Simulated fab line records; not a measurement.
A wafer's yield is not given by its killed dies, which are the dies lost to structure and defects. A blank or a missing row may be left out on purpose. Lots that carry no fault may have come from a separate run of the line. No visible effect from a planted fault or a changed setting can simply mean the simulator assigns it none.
Problem report, 8D (eight disciplines) form, completed by code || flow sky130 || the parts of the form that need people (team, actions taken, sign-off) are left out

== 1. WHAT IS WRONG ==
Mean SD_P_TW at SKY_SD_P_TW_MEAS_11: 2511 over 6 wafers in 2 lots; fault-free wafers: 2839, standard deviation 22. Measured from the usual mean, that is -15 standard deviations.
Seen first at day 32 01:12 on film metro-03, wafer L875.1. At this step, 33 wafers from 11 lots have a number in the record. Rule for "out", or "out of limits": more than 4 standard deviations from the usual mean. Any other wafer with a number is counted as sound.

== 2. WHAT IT IS AND WHAT IT IS NOT ==
{"question": "which readings at this step", "is": "SD_P_TW", "is not": "-"}
{"question": "which lots", "is": "L875, L877", "is not": "L857, L858, L859, L861, L862, L864, L866, L878, L880"}
{"question": "which wafers of those lots", "is": "all that have a number", "is not": "-"}
{"question": "read on which gauges", "is": "film metro-02, film metro-03", "is not": "film metro-04"}
{"question": "when", "is": "from day 32 01:12", "is not": "up to then (21 sound wafers); but 6 sound wafers of L878, L880 came after"}

== 3. THE SUSPECTS, EACH WITH WHAT RULES IT OUT ==
Counting: any tool at a process step up to the reading is kept as a suspect provided that every lot that is out went through it and no sound lot did after the first of them.
- ruled out: the gauge at SKY_SD_P_TW_MEAS_11. Those wafers that are out were read across 2 gauges (film metro-02, film metro-03).
- plasma asher-03 at SKY_LDD_HVP_STRIP_09 (strips in O2/N2): ruled out as a lasting fault. The sound lots L878, L880 went through it after L875, its earliest lot that is out (day 28 10:34).
- implanter-04 at SKY_SD_P_IMPLANT_09: kept. It processed each lot that is out, first L875 at day 32 00:57, and no sound lot thereafter; up to then, the last sound lot it processed was L866 at day 29 02:04. Its own readings are out on those wafers: beam energy keV.
- plasma asher-02 at SKY_SD_P_STRIP_10 (strips in O2/N2): ruled out as a lasting fault. The sound lots L880 went through it after L875, its earliest lot that is out (day 32 01:06).
Remaining after the count: implanter-04 at SKY_SD_P_IMPLANT_09.

== 4. THE CAUSE (what the simulator had put in) ==
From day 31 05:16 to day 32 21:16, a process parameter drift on implanter-04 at SKY_SD_P_IMPLANT_09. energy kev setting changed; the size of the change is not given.
Only this tool survived the counting.

== 5. SEQUENCE OF EFFECTS, ordered by route ==
Each row: a reading whose mean over the struck wafers that have a number lies more than 3 standard deviations from the usual. Only readings whose record carries a usual standard deviation are examined. hours: median over the lots of the time between each lot's start at the first step of this table that gives one and its start at this step. sigmas: the change, counted in usual standard deviations.
{"hours": 0, "step": "SKY_SD_P_IMPLANT_09", "reading": "beam energy keV", "usual": 19.999, "on struck wafers": 12.466, "change": -7.533, "sigmas": "-99 or more"}
{"hours": 0, "step": "SKY_SD_P_STRIP_10", "reading": "oes product au", "usual": "0.617 a.u.", "on struck wafers": 0.647, "change": "+0.030", "sigmas": "+7.2"}
{"hours": 0, "step": "SKY_SD_P_STRIP_10", "reading": "strip time to endpoint s", "usual": "17.48 s", "on struck wafers": 16.34, "change": -1.14, "sigmas": -27}
{"hours": 0, "step": "SKY_SD_P_TW_MEAS_11", "reading": "SD_P_TW", "usual": 2839, "on struck wafers": 2511, "change": -328, "sigmas": -15}
{"hours": 54, "step": "SKY_SD_N_RS_MEAS_17", "reading": "SD_P_RS", "usual": "147.0 ohm/sq", "on struck wafers": 177.7, "change": "+30.7", "sigmas": "+67"}
It contains these process steps:
- SKY_SD_P_IMPLANT_09
- SKY_SD_P_STRIP_10: strips in O2/N2.

== 6. WHAT WOULD HAVE CAUGHT IT SOONER ==
20 hours passed between the start of the fault at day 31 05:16 and the first reading out of limits at a measuring or inspecting step in this record, taken at day 32 01:12.
Tool's own readings at SKY_SD_P_IMPLANT_09, beam energy keV: out on all struck wafers the step has rows for; an alarm limit on them would have tripped on the first.
Lots out: 2; of these, L877 started SKY_SD_P_IMPLANT_09 on implanter-04 after day 32 01:12. Putting the tool on hold at that point would have spared it.
